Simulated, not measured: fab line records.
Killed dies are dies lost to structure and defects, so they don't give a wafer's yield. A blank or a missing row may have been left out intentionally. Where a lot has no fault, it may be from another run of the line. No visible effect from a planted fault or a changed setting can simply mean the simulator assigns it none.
A lot that was struck, set against a sound lot -- flow sky130 -- 43 out of 708 route steps
Sound: the wafers L598.2, L598.4, L598.5. The struck wafers were L591.1, L591.2, L591.3. At the end, the cause is stated.
For every step that has rows: the tool of each side, followed by ch and its chambers, followed by its first start. Under that, the readings that differ: sound wafers -- struck wafers -- difference of the means -- sigmas: that difference in standard deviations of wafers without a fault.
alike: a reading whose means differ by less than 2 such deviations, as well as words and numbers matching on both sides. not compared: withheld readings; readings where some wafer has no value; bounds like >300 that might hide an equal value; numbers whose values overlap and for which the record gives no deviation.
A row with sigmas, a row that says differs or no value, or rows on one side alone: a step with any of these is where the two part. Non-overlapping numbers with no deviation appear without sigmas and do not part them. A reading missing from all wafers of one side parts the sides only when that side holds two or more wafers.

first, 6 steps without rows for these wafers: SKY_METAL1_COAT_09 (resist thk 60 nm); SKY_METAL1_COAT_10 (resist thk 450 nm); SKY_METAL1_SOFTBAKE_11 (time 90 s); SKY_METAL1_EXPOSE_12 (exposes mask MM1, target cd 140 nm); SKY_METAL1_PEB_13; SKY_METAL1_DEVELOP_14 (develop time 60 s).
SKY_METAL1_CD_MEAS_15 targets a cd of 140 nm.
  sound on cd_sem-01, day 35 15:35; struck on cd_sem-02, day 33 18:20
  alike: cd_nm
SKY_METAL1_OVL_MEAS_16:
  sound on overlay-02, day 35 15:41; struck on overlay-02, day 33 18:27
  alike: METAL1_OVL
SKY_METAL1_DESCUM_17: chemistry O2, time 8 s.
  sound on rie_metal-04 ch 0,1, day 35 15:43; struck on rie_metal-04 ch 0, day 33 18:29
  alike: drypump_motor_current_A, oes_product_au
  not compared: rf_hours_counter_h
then, 3 steps without rows for these wafers: SKY_METAL1_ETCH_18 (etches BARC in N2/H2, stops on SiO2, time 45.9 s, target depth 60 nm); SKY_METAL1_METAL_ETCH_19 (etches the open film in Cl2/BCl3, stops on SiO2, target depth 360 nm, time 78 s); SKY_METAL1_STRIP_20 (strips in O2/N2).
SKY_METAL1_STRIP_21: strips in post etch residue remover, time 1200 s.
  sound on wet_bench-01 ch 1, day 35 16:00; struck on wet_bench-03 ch 2, day 33 18:58
then, 3 steps without rows for these wafers: SKY_METAL1_CLEAN_22 (cleans in IPA, time 180 s); SKY_METAL1_CLEAN_23 (cleans in O3/DIW); SKY_VIA1_HDPCVD_00 (deposits SiO2, target thk 1030 nm, time 171.7 s).
SKY_VIA1_THK_MEAS_01:
  sound on film_metro-03, day 35 16:37; struck on film_metro-03, day 33 19:34
  alike: VIA1_HDPCVD_THK
then, 1 step without rows for these wafers: SKY_VIA1_CMP_02 (polishes SiO2).
SKY_VIA1_BOW_MEAS_03:
  sound on film_metro-01, day 35 16:59; struck on film_metro-03, day 33 19:55
  alike: VIA1_BOW
then, 8 steps without rows for these wafers: SKY_VIA1_DEHYDRATE_04 (time 60 s); SKY_VIA1_HMDS_05 (prime time 60 s); SKY_VIA1_COAT_06 (resist thk 60.49 nm); SKY_VIA1_COAT_07 (resist thk 450 nm); SKY_VIA1_SOFTBAKE_08 (time 90 s); SKY_VIA1_EXPOSE_09 (exposes mask VIM, target cd 150 nm); SKY_VIA1_PEB_10; SKY_VIA1_DEVELOP_11 (develop time 60 s).
SKY_VIA1_CD_MEAS_12 targets a cd of 150 nm.
  sound on cd_sem-02, day 36 18:56; struck on cd_sem-01, day 34 21:38
  alike: cd_nm
SKY_VIA1_OVL_MEAS_13:
  sound on overlay-02, day 36 19:03; struck on overlay-01, day 34 21:45
  alike: VIA1_OVL
SKY_VIA1_ETCH_14: etches BARC in N2/H2, stops on SiO2, time 45.9 s, target depth 60 nm.
  sound on rie_diel-04 ch 0,2, day 36 19:05; struck on rie_diel-01 ch 0,1,3, day 34 21:47
reading,sound,struck,difference,sigmas
oes_product_au (a.u.),0.857 0.865 0.864,0.853 0.856 0.848,-0.010,-2
  alike: drypump_motor_current_A, throttle_valve_pct
  not compared: rf_hours_counter_h
then, 1 step without rows for these wafers: SKY_VIA1_ETCH_15 (etches SiO2 in C4F8/O2/Ar, stops on TiN, target depth 351 nm, time 54 s).
SKY_VIA1_STRIP_16: strips in O2/N2.
  sound on plasma_asher-03 ch 0,1, day 36 19:10; struck on plasma_asher-01 ch 0,1, day 34 21:53
  alike: drypump_motor_current_A, oes_product_au, strip_time_to_endpoint_s
  not compared: rf_hours_counter_h
then, 3 steps without rows for these wafers: SKY_VIA1_STRIP_17 (strips in post etch residue remover, time 1200 s); SKY_VIA1_CLEAN_18 (cleans in IPA, time 180 s); SKY_VIA1_CLEAN_19 (cleans in O3/DIW).
SKY_VIA1_SPUTTER_20: material TiN, target thk 20 nm, time 80 s.
  sound on pvd_sputter-03, day 36 19:46; struck on pvd_sputter-01, day 34 22:28
  alike: throttle_valve_pct
then, 1 step without rows for these wafers: SKY_VIA1_CVD_21 (deposits W, target thk 270 nm, time 80.902 s).
SKY_VIA1_RS_MEAS_22: a four-point-probe measurement.
  sound on film_metro-01, day 36 19:56; struck on film_metro-04, day 34 22:37
reading,sound,struck,difference,sigmas
VIA1_W_RS (ohm/sq),0.406 0.407 0.425,0.430 0.434 0.424,+0.017,+2
SKY_VIA1_THK_MEAS_23: measures by xrf.
  sound on film_metro-01, day 36 20:02; struck on film_metro-04, day 34 22:44
reading,sound,struck,difference,sigmas
VIA1_W_THK (nm),291 289 277,273 269 277,-13,-2
then, 1 step without rows for these wafers: SKY_VIA1_CMP_24 (polishes, stops on SiO2, t overpolish 15 s, target thk 0 nm).
SKY_METAL2_SPUTTER_00: material Ti, target thk 15 nm, time 10 s.
  sound on pvd_sputter-02, day 36 20:23; struck on pvd_sputter-03, day 34 23:06
  alike: throttle_valve_pct
then, 1 step without rows for these wafers: SKY_METAL2_SPUTTER_01 (material TiN, target thk 20 nm, time 16.7 s).
-- the record jumps here: 12 days lie between the struck wafers' starts before and after (it left off in module METAL2 and takes up again in module PAD_OPEN, whose first step shown is number 708 of the route) --
SKY_PAD_OPEN_PROBE_99:
  sound on prober-01, day 47 21:42; struck on prober-01, day 46 17:43
reading,sound,struck,difference,sigmas
hold,- -,await_dispo/4.4h/release await_dispo/4.4h/release await_dispo/4.4h/release,no value on the sound wafers,
defect_limited_yield (%),80.5 86.0,72.6 75.6 74.6,-9.0,-5
killed_at_M0_to_M3,42 32,83 86 82,+47,+6
killed_dies,96 69,135 120 125,+44,+5
sort_bin_3_pad_short (%),0.8 0.6,3.0 2.4 2.0,+1.8,+5
sort_bin_5_function (%),11.8 8.9,16.9 15.4 16.7,+6.0,+4
sort_n_pass,396 423,357 372 367,-44,-5
sort_yield_pct (%),80.5 86.0,72.6 75.6 74.6,-9.0,-5
model.etest.tester.sort_n_pass,396 423,357 372 367,-44,
model.etest.tester.sort_yield_pct (%),80.49 85.98,72.56 75.61 74.59,-8.98,
model.etest.tester.sort_bin_5_pct (%),11.79 8.943,16.87 15.45 16.67,+5.96,
model.etest.tester.sort_bin_3_pct (%),0.813 0.6098,3.049 2.439 2.033,+1.796,
  alike: killed_at_M4_up, killed_at_contacts, killed_at_front_end, killed_at_other, killed_open, killed_short, sort_bin_6_memory

== WHERE THEY PART ==
First at SKY_VIA1_ETCH_14; last, within this record, at SKY_PAD_OPEN_PROBE_99.

WHY: what had been put in by the simulator
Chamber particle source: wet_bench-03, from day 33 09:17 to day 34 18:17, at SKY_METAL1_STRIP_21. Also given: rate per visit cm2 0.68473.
